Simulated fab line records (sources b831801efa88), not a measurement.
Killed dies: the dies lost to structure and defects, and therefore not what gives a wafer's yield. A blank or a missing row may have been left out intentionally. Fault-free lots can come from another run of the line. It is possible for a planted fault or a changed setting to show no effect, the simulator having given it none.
The same fault as seen by 2 desks | flow sky130 | numbers are kept per desk, each desk with only its own; the story behind them comes last

== THE TOOL OWNER'S DESK: plasmaAsher-04 ==
The tool's own readings at SKY_DNWELL_STRIP_08 (strips in O2/N2): means of the sampled wafers that have a number, for each lot that ran on this tool. A lot is out of limits, marked OUT, if its mean lies more than 4 standard deviations from the usual mean; the brackets give that distance.
Columns: A = drypumpMotorCurrentA at SKY_DNWELL_STRIP_08, usual 5.55 A; B = oesProductAu at SKY_DNWELL_STRIP_08, usual 0.722 a.u.; C = stripTimeToEndpointS at SKY_DNWELL_STRIP_08, usual 36.93 s
lot  | first seen here | A    | B     | C
L141 | day 4 00:23     | 5.83 | 0.724 | 36.91
L142 | day 4 04:32     | 5.91 | 0.722 | 36.97
L151 | day 5 23:23     | 5.80 | 0.722 | 36.87
L159 | day 8 00:44     | 5.82 | 0.726 | 37.01
L160 | day 8 11:17     | 5.82 | 0.722 | 36.98
Result from this desk: across the 5 lots, nothing is out of limits.

== THE METROLOGY DESK ==
What the gauges read for every lot (on any tool): the sampled wafers with a number, averaged. A lot is out of limits, marked OUT, if its mean lies more than 4 standard deviations from the usual mean; the brackets give that distance.
Columns: A = SONOS_ONO_OVL at SKY_SONOS_ONO_OVL_MEAS_14, usual 0.4 nm
lot  | first seen here | A
L139 | day 13 06:50    | -0.9
L141 | day 13 21:31    | 0.6
L142 | day 14 01:34    | 0.2
L143 | day 14 02:58    | 2.4
L144 | day 14 10:55    | 0.4
L146 | day 15 10:46    | -2.4
L147 | day 15 15:43    | 0.2
L149 | day 16 01:04    | -0.6
L151 | day 16 15:58    | 1.0
L152 | day 17 18:28    | 1.1
L159 | day 19 23:22    | 1.4
L160 | day 20 19:19    | -0.2
Result from this desk: across the 12 lots, nothing is out of limits.

== BROUGHT TOGETHER ==
Nothing out of limits was seen by the tool owner's desk.
The metrology desk saw nothing out of limits.

== WHAT THE SIMULATOR HAD INSERTED ==
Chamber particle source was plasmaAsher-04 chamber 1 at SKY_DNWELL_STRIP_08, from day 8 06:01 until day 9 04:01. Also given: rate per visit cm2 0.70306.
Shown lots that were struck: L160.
